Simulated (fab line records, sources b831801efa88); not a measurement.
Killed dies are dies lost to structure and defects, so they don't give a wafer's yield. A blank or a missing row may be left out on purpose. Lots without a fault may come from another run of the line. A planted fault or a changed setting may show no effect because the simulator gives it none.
fab line records | flow sfq_line
record lots=5 wafers=15 last_day=90
route steps=325 shown M3@122 I3@133 M4@148
lots that met no fault: from a run of the same line without faults
start_h: hours from the record's first day to the start of the lot's first wafer shown | wait_h: hours since the lot's step before | " the same as in the row above | L1.1+2: a row that stands for several wafers | - no value, or no start given | * or withheld: withheld | < > ~ a bound
route shown NAME@n: a module of which the file shows steps, and the number in the route of the first | usual: mean/standard deviation of fault-free wafers | same: alike in all rows | chamber/n: place in a boat | sites: the reading at each site | _std_site: their standard deviation | _edge_site: outer sites' mean less inner sites' | radius_mm: how far each site lies from the wafer's centre | mask NAME#n: copy n | behind: the tool/chamber that last shaped the wafer | hold: why the lot was held/for how many hours/how that ended | device: the transistor (n, p or np) that didn't switch | end of line: the same wafers' tests at the end of the route | a step without rows: its recipe alone | killed: dies lost to structure and defects at the first sort, not the wafer's yield | map: a wafer's dies, x killed, . not, _ none there
set.NAME: the setting as run; set.NAME@STEP: as run at that earlier step | model.NAME: the simulator's own value behind a step, which no gauge read
lots at some steps of the route; a table a step, a row a wafer
services: from which hour (start_h, from the record's first day; less than 0 if before it) a tool's chamber was out of use, for how many hours, and why
## steps
# step SFQ_TRILAYER_M3_LITHO_COAT_080
# recipe resist=BARC spin_rpm=3000 resist_thk_nm=62
# step SFQ_TRILAYER_M3_LITHO_COAT_075
# recipe resist=KrF spin_rpm=3000 resist_thk_nm=600
# step SFQ_TRILAYER_M3_LITHO_SOFTBAKE_079
# recipe temp_c=withheld time_s=withheld resist=KrF
# step SFQ_TRILAYER_M3_LITHO_EXPOSE_076
# recipe mask_id=M3 na=0.6 source_shape=conventional sigma_outer=0.65 target_cd_nm=500 dose_mj=14.4
# step SFQ_TRILAYER_M3_LITHO_PEB_078
# recipe peb_temp_c=115 peb_time_s=60 resist=KrF
# step SFQ_TRILAYER_M3_LITHO_DEVELOP_077
# recipe time_s=60 resist=KrF
# step SFQ_M3_OVL_MEAS_921
# usual M3_OVL=-3/4.7
# columns lot.wafer tool chamber start_h wait_h M3_OVL[nm]
L378.1 overlay-01 - 896.36 0.1 4
L378.4 " - " " -4
L378.6 " - " " -2
L379.2 overlay-01 - 902.37 0.1 1
L379.5 " - " " -5
L379.6 " - " " -2
L387.2 overlay-01 - 993.55 0.1 3
L387.3 " - " " 3
L387.6 " - " " 2
L394.1 overlay-02 - 1080.92 0.1 -2
L394.2 " - " " -7
L394.5 " - " " -4
L395.1 overlay-02 - 1090.40 0.1 -7
L395.3 " - " " -5
L395.6 " - " " 1
# step SFQ_TRILAYER_M3_BARC_OPEN_METAL_ETCH_100
# recipe mask_material=PR chemistry=O2 target_depth_nm=125 target=BARC icp_w=600 bias_w=78.62 pressure_mtorr=10 time_s=41.7
# usual drypump_motor_current_A=5.8/0.4 he_backside_leak_sccm=3.36/0.18 oes_product_au=0.685/0.0044
# columns lot.wafer tool chamber start_h wait_h drypump_motor_current_A he_backside_leak_sccm oes_product_au rf_hours_counter_h
L378.1 rie_metal-02 1 896.40 0.0 5.5 3.03 0.686 63
L378.4 " 0 " " 6.3 3.08 0.686 -
L378.6 " 0 " " 6.3 3.29 0.683 -
L379.2 rie_metal-04 1 902.40 0.0 5.8 3.26 0.683 86
L379.5 " 1 " " 5.8 3.41 0.680 -
L379.6 " 0 " " 5.1 3.33 0.684 -
L387.2 rie_metal-04 0 993.58 0.0 5.1 3.56 0.679 43
L387.3 " 1 " " 5.8 3.19 0.686 -
L387.6 " 1 " " 5.8 3.23 0.691 -
L394.1 rie_metal-04 1 1080.96 0.0 5.8 3.30 0.685 115
L394.2 " 1 " " 5.8 3.13 0.682 -
L394.5 " 1 " " 5.8 3.30 0.684 -
L395.1 rie_metal-04 0 1090.44 0.0 5.1 3.53 0.685 55
L395.3 " 0 " " 5.1 3.49 0.692 -
L395.6 " 0 " " 5.1 3.72 0.690 -
# step SFQ_TRILAYER_M3_ETCH_METAL_ETCH_078
# recipe target=Nb stop_on=SiO2 mask_material=PR chemistry=Cl2/Ar target_depth_nm=240 icp_w=600 bias_w=80 pressure_mtorr=10 time_s=120
# usual drypump_motor_current_A=5.8/0.4 he_backside_leak_sccm=3.4/0.34 oes_product_au=0.893/0.0061
# columns lot.wafer tool chamber start_h wait_h drypump_motor_current_A he_backside_leak_sccm oes_product_au rf_hours_counter_h
L378.1 rie_metal-02 1 896.46 0.0 5.4 3.0 0.905 63
L378.4 " 0 " " 6.3 3.2 0.907 -
L378.6 " 0 " " 6.3 3.1 0.905 -
L379.2 rie_metal-04 1 902.46 0.0 5.8 3.2 0.891 86
L379.5 " 1 " " 5.8 3.3 0.902 -
L379.6 " 0 " " 5.1 3.3 0.892 -
L387.2 rie_metal-04 0 993.64 0.0 5.1 3.3 0.892 43
L387.3 " 1 " " 5.8 3.3 0.899 -
L387.6 " 1 " " 5.8 3.2 0.897 -
L394.1 rie_metal-04 1 1081.08 0.1 5.8 3.2 0.884 115
L394.2 " 1 " " 5.8 3.2 0.888 -
L394.5 " 1 " " 5.8 3.2 0.887 -
L395.1 rie_metal-04 0 1090.50 0.0 5.1 3.4 0.892 56
L395.3 " 0 " " 5.1 3.3 0.903 -
L395.6 " 0 " " 5.1 3.5 0.900 -
# step SFQ_TRILAYER_M3_STRIP_STRIP_079
# recipe gas=O2 power_w=200 platen_temp_c=40 overash_fraction=0.65 chemistry=O2 pressure_mtorr=50
# usual drypump_motor_current_A=5.8/0.39 he_backside_leak_sccm=3.37/0.29 oes_product_au=1.000/0.0085
# columns lot.wafer tool chamber start_h wait_h drypump_motor_current_A he_backside_leak_sccm oes_product_au rf_hours_counter_h
L378.1 rie_metal-02 1 896.58 0.1 5.5 3.09 1.001 63
L378.4 " 0 " " 6.3 3.07 1.000 -
L378.6 " 0 " " 6.3 3.13 1.006 -
L379.2 rie_metal-04 1 902.58 0.1 5.9 3.27 0.992 86
L379.5 " 1 " " 5.8 3.24 0.998 -
L379.6 " 0 " " 5.1 3.13 1.004 -
L387.2 rie_metal-04 0 993.77 0.1 5.0 3.55 0.995 43
L387.3 " 1 " " 5.9 3.28 1.000 -
L387.6 " 1 " " 5.8 3.29 1.005 -
L394.1 rie_metal-04 1 1081.33 0.2 5.8 3.43 1.000 115
L394.2 " 1 " " 5.8 3.38 1.001 -
L394.5 " 1 " " 5.8 3.39 0.995 -
L395.1 rie_metal-04 0 1090.62 0.1 5.1 3.57 1.008 56
L395.3 " 0 " " 5.1 3.41 1.002 -
L395.6 " 0 " " 5.1 3.29 1.000 -
# step SFQ_TRILAYER_M3_STRIP_SOLV_CLEAN_080
# recipe chemistry=NMP temp_c=70 time_s=600
# step SFQ_TRILAYER_I3_DEP_PECVD_081
# recipe material=SiO2 temp_c=150 time_s=111.11 pressure_torr=2.4 rf_w=183.3 precursor=SiH4/N2O target_thk_nm=500
# step SFQ_TRILAYER_I3_CMP_CMP_082
# recipe material=SiO2 down_force_psi=3 platen_rpm=60 pad_velocity_m_s=0.94248
# usual motor_current_A=10.0/1.3 retaining_ring_pressure_frac=1.000/0.0051 time_to_endpoint_s=216/5.6
# columns lot.wafer tool chamber start_h wait_h motor_current_A retaining_ring_pressure_frac time_to_endpoint_s model.SiO2_of_TRILAYER_I3_DEP_PECVD_081.thk_nm
L378.1 cmp-01 3 911.68 14.3 8.9 1.005 203 200.3
L378.4 " 0 " " 8.7 1.004 212 200.5
L378.6 " 0 914.18 16.7 8.7 1.001 213 200.1
L379.2 cmp-02 2 921.14 17.7 11.8 0.994 209 200.2
L379.5 " 1 922.64 19.2 9.9 0.993 209 200.7
L379.6 " 2 " " 11.0 0.999 218 199
L387.2 cmp-02 3 1009.26 14.7 8.8 1.005 212 199
L387.3 " 1 1010.26 15.7 10.3 0.998 216 200.6
L387.6 " 2 " " 11.6 0.999 208 220.6
L394.2 cmp-02 2 1084.57 1.8 12.2 1.008 214 200.8
L394.1 " 3 " " 8.4 0.996 211 199
L394.5 " 1 1086.07 3.3 10.3 0.996 224 200
L395.1 cmp-01 1 1092.66 1.2 9.5 1.002 218 201.2
L395.3 " 2 " " 12.5 0.999 219 200.1
L395.6 " 1 1094.66 3.1 9.7 0.999 218 200.3
# step SFQ_I3_BOW_MEAS_922
# recipe mode=bow
# usual I3_BOW=3/9.2
# columns lot.wafer tool chamber start_h wait_h I3_BOW[um]
L378.1 film_metro-02 - 914.68 2.5 -6
L378.4 " - " " -17
L378.6 " - " " -14
L379.2 film_metro-04 - 923.66 2.0 0
L379.5 " - " " 8
L379.6 " - " " -9
L387.2 film_metro-02 - 1011.78 2.0 8
L387.3 " - " " 2
L387.6 " - " " 18
L394.1 film_metro-01 - 1086.57 1.0 -2
L394.2 " - " " 5
L394.5 " - " " 10
L395.1 film_metro-04 - 1095.16 2.0 7
L395.3 " - " " 0
L395.6 " - " " -12
# step SFQ_TRILAYER_I3_METRO_MEASURE_083
# usual thk_nm=200.4/0.88
# columns lot.wafer tool chamber start_h wait_h thk_nm
L378.1 film_metro-02 - 914.80 0.1 200.5
L378.4 " - " " 200.7
L378.6 " - " " 200.3
L379.2 film_metro-04 - 923.96 0.3 200.2
L379.5 " - " " 200.6
L379.6 " - " " 198.8
L387.2 film_metro-02 - 1012.08 0.3 199.1
L387.3 " - " " 200.7
L387.6 " - " " 220.7
L394.1 film_metro-01 - 1086.69 0.1 198.9
L394.2 " - " " 200.6
L394.5 " - " " 199.9
L395.1 film_metro-04 - 1095.28 0.1 201.2
L395.3 " - " " 200.1
L395.6 " - " " 200.3
# step SFQ_TRILAYER_I3_VIA_LITHO_COAT_090
# recipe resist=BARC spin_rpm=3000 resist_thk_nm=62
# step SFQ_TRILAYER_I3_VIA_LITHO_COAT_085
# recipe resist=KrF spin_rpm=3000 resist_thk_nm=650
# step SFQ_TRILAYER_I3_VIA_LITHO_SOFTBAKE_089
# recipe temp_c=withheld time_s=withheld resist=KrF
# step SFQ_TRILAYER_I3_VIA_LITHO_EXPOSE_086
# recipe mask_id=I3 na=0.6 source_shape=conventional sigma_outer=0.65 target_cd_nm=500 dose_mj=21.3
# step SFQ_TRILAYER_I3_VIA_LITHO_PEB_088
# recipe peb_temp_c=115 peb_time_s=60 resist=KrF
# step SFQ_TRILAYER_I3_VIA_LITHO_DEVELOP_087
# recipe time_s=60 resist=KrF
# step SFQ_I3_OVL_MEAS_923
# usual I3_OVL=0/6
# columns lot.wafer tool chamber start_h wait_h I3_OVL[nm]
L378.1 overlay-02 - 1049.21 0.1 -7
L378.4 " - " " -7
L378.6 " - " " -7
L379.2 overlay-02 - 1058.82 0.1 0
L379.5 " - " " 4
L379.6 " - " " 8
L387.2 overlay-02 - 1141.02 0.1 -5
L387.3 " - " " -2
L387.6 " - " " 2
L394.1 overlay-02 - 1221.63 0.1 5
L394.2 " - " " -4
L394.5 " - " " -3
L395.1 overlay-02 - 1227.63 0.1 -8
L395.3 " - " " -10
L395.6 " - " " -4
# step SFQ_TRILAYER_I3_VIA_BARC_OPEN_VIA_ETCH_121
# recipe mask_material=PR chemistry=O2 target_depth_nm=125 target=BARC source_w=482.5 bias_w=80 pressure_mtorr=30 time_s=41.7
# step SFQ_TRILAYER_I3_VIA_ETCH_VIA_ETCH_088
# recipe target=SiO2 stop_on=Nb mask_material=PR taper_deg=20 chemistry=CHF3 target_depth_nm=260 source_w=500 bias_w=80 pressure_mtorr=30 time_s=withheld
# usual drypump_motor_current_A=5.6/0.43 oes_product_au=0.856/0.005
# columns lot.wafer tool chamber start_h wait_h drypump_motor_current_A oes_product_au model.etch.depth_nm model.I3.feature_depth_nm
L378.1 rie_diel-02 0 1049.29 0.0 5.1 0.862 200.3 200.3
L378.4 " 1 " " 6.1 0.863 200.5 200.5
L378.6 " 2 " " 6.1 0.862 200.1 200.1
L379.2 rie_diel-04 0 1058.89 0.0 5.0 0.854 200.2 200.2
L379.5 " 0 " " 4.9 0.858 200.7 200.7
L379.6 " 1 " " 6.0 0.848 199 199
L387.2 rie_diel-02 2 1141.09 0.0 6.1 0.848 199 199
L387.3 " 3 " " 5.4 0.854 200.6 200.6
L387.6 " 1 " " 6.1 0.901 220.6 220.6
L394.1 rie_diel-01 2 1221.71 0.0 6.2 0.852 199 199
L394.2 " 3 " " 5.8 0.860 200.8 200.8
L394.5 " 2 " " 6.2 0.858 200 200
L395.1 rie_diel-01 1 1227.71 0.0 5.8 0.860 201.2 201.2
L395.3 " 0 " " 5.4 0.853 200.1 200.1
L395.6 " 2 " " 6.2 0.860 200.3 200.3
# step SFQ_TRILAYER_I3_VIA_STRIP_STRIP_089
# recipe gas=O2 power_w=200 platen_temp_c=40 overash_fraction=0.65 chemistry=O2 pressure_mtorr=50
# usual drypump_motor_current_A=6.02/0.29 he_backside_leak_sccm=3.5/0.32 oes_product_au=0.998/0.0078
# columns lot.wafer tool chamber start_h wait_h drypump_motor_current_A he_backside_leak_sccm oes_product_au rf_hours_counter_h
L378.1 rie_metal-02 1 1049.40 - 5.41 3.2 0.993 86
L378.4 " 0 " " 6.32 3.2 0.986 -
L378.6 " 0 " " 6.27 3.2 0.980 -
L379.2 rie_metal-01 1 1059.00 - 5.87 3.4 0.988 40
L379.5 " 0 " " 6.45 3.6 0.995 -
L379.6 " 1 " " 5.87 3.5 0.993 -
L387.2 rie_metal-02 0 1141.20 - 6.31 3.2 0.993 95
L387.3 " 1 " " 5.46 3.2 0.997 -
L387.6 " 0 " " 6.32 3.2 0.991 -
L394.1 rie_metal-03 0 1221.82 - 6.09 3.6 1.004 57
L394.2 " 0 " " 6.11 3.5 1.000 -
L394.5 " 0 " " 6.06 3.5 1.013 -
L395.1 rie_metal-03 1 1227.82 - 6.00 3.3 0.992 1
L395.3 " 0 " " 6.07 3.7 0.998 -
L395.6 " 1 " " 6.01 4.9 0.998 -
# step SFQ_TRILAYER_I3_VIA_STRIP_SOLV_CLEAN_090
# recipe chemistry=NMP temp_c=70 time_s=600
# step SFQ_TRILAYER_M4_DEP_PRE_CLEAN_092
# recipe gas=Ar time_s=22.5 bias_v=250
# step SFQ_TRILAYER_M4_DEP_SPUTTER_091
# recipe material=Nb base_pressure_pa=1.33e-06 chamber_pressure_pa=0.1333 substrate_temp_c=20 resputter_cathode_voltage_v=400 target_thk_nm=200 power_w=2000 time_s=133.3
# usual cathode_dc_power_W=2000.0/0.37 throttle_valve_pct=30.0/1.2
# columns lot.wafer tool chamber start_h wait_h cathode_dc_power_W throttle_valve_pct
L378.1 pvd_sputter-04 - 1050.22 0.0 1999.3 31.4
L378.4 " - " " 1999.8 29.9
L378.6 " - " " 1999.9 31.1
L379.2 pvd_sputter-03 - 1059.80 0.0 2000.0 30.4
L379.5 " - " " 1999.8 27.9
L379.6 " - " " 2000.0 30.5
L387.2 pvd_sputter-04 - 1142.00 0.0 2000.3 29.5
L387.3 " - " " 2000.5 30.8
L387.6 " - " " 1999.6 30.7
L394.1 pvd_sputter-06 - 1223.22 0.0 2000.8 28.7
L394.2 " - " " 1999.6 30.7
L394.5 " - " " 2000.3 29.2
L395.1 pvd_sputter-03 - 1228.62 0.0 2000.1 30.6
L395.3 " - " " 1999.6 31.7
L395.6 " - " " 2000.3 31.5
# step SFQ_M4_RS_MEAS_924
# recipe thk_meas_gauge=four-point-probe reads=Nb_of_TRILAYER_M4_DEP_SPUTTER_091
# usual M4_NB_RS=0.890/0.0089
# columns lot.wafer tool chamber start_h wait_h M4_NB_RS[ohm/sq]
L378.1 film_metro-03 - 1050.31 0.0 0.896
L378.4 " - " " 0.905
L378.6 " - " " 0.887
L379.2 film_metro-04 - 1059.91 0.1 0.904
L379.5 " - " " 0.902
L379.6 " - " " 0.894
L387.2 film_metro-02 - 1142.11 0.1 0.891
L387.3 " - " " 0.899
L387.6 " - " " 0.893
L394.1 film_metro-02 - 1223.31 0.0 0.896
L394.2 " - " " 0.887
L394.5 " - " " 0.890
L395.1 film_metro-04 - 1228.71 0.0 0.906
L395.3 " - " " 0.905
L395.6 " - " " 0.909
# step SFQ_TRILAYER_M4_LITHO_COAT_098
# recipe resist=BARC spin_rpm=3000 resist_thk_nm=62
# step SFQ_TRILAYER_M4_LITHO_COAT_093
# recipe resist=KrF spin_rpm=3000 resist_thk_nm=600
# step SFQ_TRILAYER_M4_LITHO_SOFTBAKE_097
# recipe temp_c=withheld time_s=withheld resist=KrF
# step SFQ_TRILAYER_M4_LITHO_EXPOSE_094
# recipe mask_id=M4 na=0.6 source_shape=conventional sigma_outer=0.65 target_cd_nm=500 dose_mj=14.4
# step SFQ_TRILAYER_M4_LITHO_PEB_096
# recipe peb_temp_c=115 peb_time_s=60 resist=KrF
# step SFQ_TRILAYER_M4_LITHO_DEVELOP_095
# recipe time_s=60 resist=KrF
# step SFQ_M4_OVL_MEAS_926
# usual M4_OVL=2/6.1
# columns lot.wafer tool chamber start_h wait_h M4_OVL[nm]
L378.1 overlay-01 - 1056.76 0.1 8
L378.4 " - " " 8
L378.6 " - " " 4
L379.2 overlay-02 - 1188.07 0.1 22
L379.5 " - " " 15
L379.6 " - " " 17
L387.2 overlay-01 - 1277.74 0.1 0
L387.3 " - " " -2
L387.6 " - " " 2
L394.1 overlay-02 - 1348.63 0.1 -8
L394.2 " - " " -6
L394.5 " - " " -2
L395.1 overlay-01 - 1357.16 0.1 9
L395.3 " - " " 8
L395.6 " - " " 9
# step SFQ_TRILAYER_M4_BARC_OPEN_METAL_ETCH_123
# recipe mask_material=PR chemistry=O2 target_depth_nm=125 target=BARC icp_w=600 bias_w=81.52 pressure_mtorr=10 time_s=41.7
# usual drypump_motor_current_A=5.9/0.42 he_backside_leak_sccm=3.47/0.26 oes_product_au=0.685/0.0046
# columns lot.wafer tool chamber start_h wait_h drypump_motor_current_A he_backside_leak_sccm oes_product_au rf_hours_counter_h model.SiO2_of_TRILAYER_I3_DEP_PECVD_081.thk_nm
L378.1 rie_metal-03 0 1056.80 0.0 6.1 3.71 0.686 31 192.8
L378.4 " 0 " " 6.1 3.69 0.684 - 193
L378.6 " 0 " " 6.1 3.44 0.695 - 192.6
L379.2 rie_metal-03 1 1188.10 0.0 6.0 3.53 0.693 128 192.7
L379.5 " 1 " " 6.0 3.71 0.684 - 193.2
L379.6 " 0 " " 6.1 3.61 0.679 - 191.5
L387.2 rie_metal-01 0 1277.77 0.0 6.4 3.61 0.679 115 191.5
L387.3 " 1 " " 5.9 3.55 0.681 - 193.1
L387.6 " 1 " " 5.9 3.58 0.684 - 213.1
L394.1 rie_metal-01 1 1348.67 0.0 5.9 3.47 0.681 79 191.5
L394.2 " 1 " " 5.9 3.58 0.689 - 193.3
L394.5 " 1 " " 5.9 3.39 0.689 - 192.5
L395.1 rie_metal-04 1 1357.19 0.0 5.8 3.19 0.690 16 193.7
L395.3 " 0 " " 5.1 3.38 0.685 - 192.6
L395.6 " 0 " " 5.1 3.34 0.677 - 192.8
# step SFQ_TRILAYER_M4_ETCH_METAL_ETCH_096
# recipe target=Nb stop_on=SiO2 mask_material=PR chemistry=Cl2/Ar target_depth_nm=240 icp_w=600 bias_w=80 pressure_mtorr=10 time_s=120
## services
# columns tool chamber start_h hours kind
cmp-01 - 877.24 7.4 repair
rie_metal-03 0 905.28 3.3 repair
rie_metal-03 - 932.83 0.8 repair
cmp-02 - 972.56 9.2 pm
rie_metal-01 - 979.78 0.8 repair
cmp-02 - 982.02 1.6 repair
rie_metal-02 - 998.24 1.0 repair
rie_metal-01 - 1002.77 28.1 pm
rie_metal-03 1 1005.37 17.1 repair
rie_metal-04 0 1063.00 20.2 repair
cmp-02 - 1089.76 4.0 pm
rie_metal-01 - 1103.14 1.4 pm
cmp-02 - 1107.39 6.1 pm
cmp-02 - 1116.02 0.2 repair
rie_metal-01 - 1140.41 2.8 pm
rie_metal-03 - 1182.65 0.5 repair
rie_metal-02 - 1189.74 2.8 pm
rie_metal-02 - 1219.29 0.8 repair
cmp-02 - 1243.16 6.0 pm
cmp-02 - 1259.80 0.6 repair
rie_metal-03 - 1268.64 2.8 pm
rie_metal-01 - 1272.33 0.2 repair
rie_metal-02 - 1295.42 1.4 pm
rie_metal-04 - 1353.39 2.8 pm
## key
first_sign step=SFQ_TRILAYER_I3_METRO_MEASURE_083 reading=thk_nm direction=up sigmas=23 usual=200.4 struck=220.7
effect step=SFQ_TRILAYER_I3_VIA_ETCH_VIA_ETCH_088 reading=oes_product_au direction=up sigmas=9.1 usual=0.856 struck=0.901
model_effect step=SFQ_TRILAYER_I3_CMP_CMP_082 value=SiO2_of_TRILAYER_I3_DEP_PECVD_081.thk_nm without=200.6 struck=220.6
model_effect step=SFQ_TRILAYER_I3_VIA_ETCH_VIA_ETCH_088 value=etch.depth_nm without=200.6 struck=220.6
model_effect step=SFQ_TRILAYER_M4_BARC_OPEN_METAL_ETCH_123 value=SiO2_of_TRILAYER_I3_DEP_PECVD_081.thk_nm without=193.1 struck=213.1
met_at SFQ_TRILAYER_I3_CMP_CMP_082
struck_wafers L387.6
onset_between 921.14 1009.26
fault kind=process_parameter_drift tool=cmp-02 chamber=2 onset_h=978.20 steps=SFQ_TRILAYER_I3_CMP_CMP_082 channel=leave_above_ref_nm offset=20 shape=step end_h=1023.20 acts_in=these_recipes_only stated=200
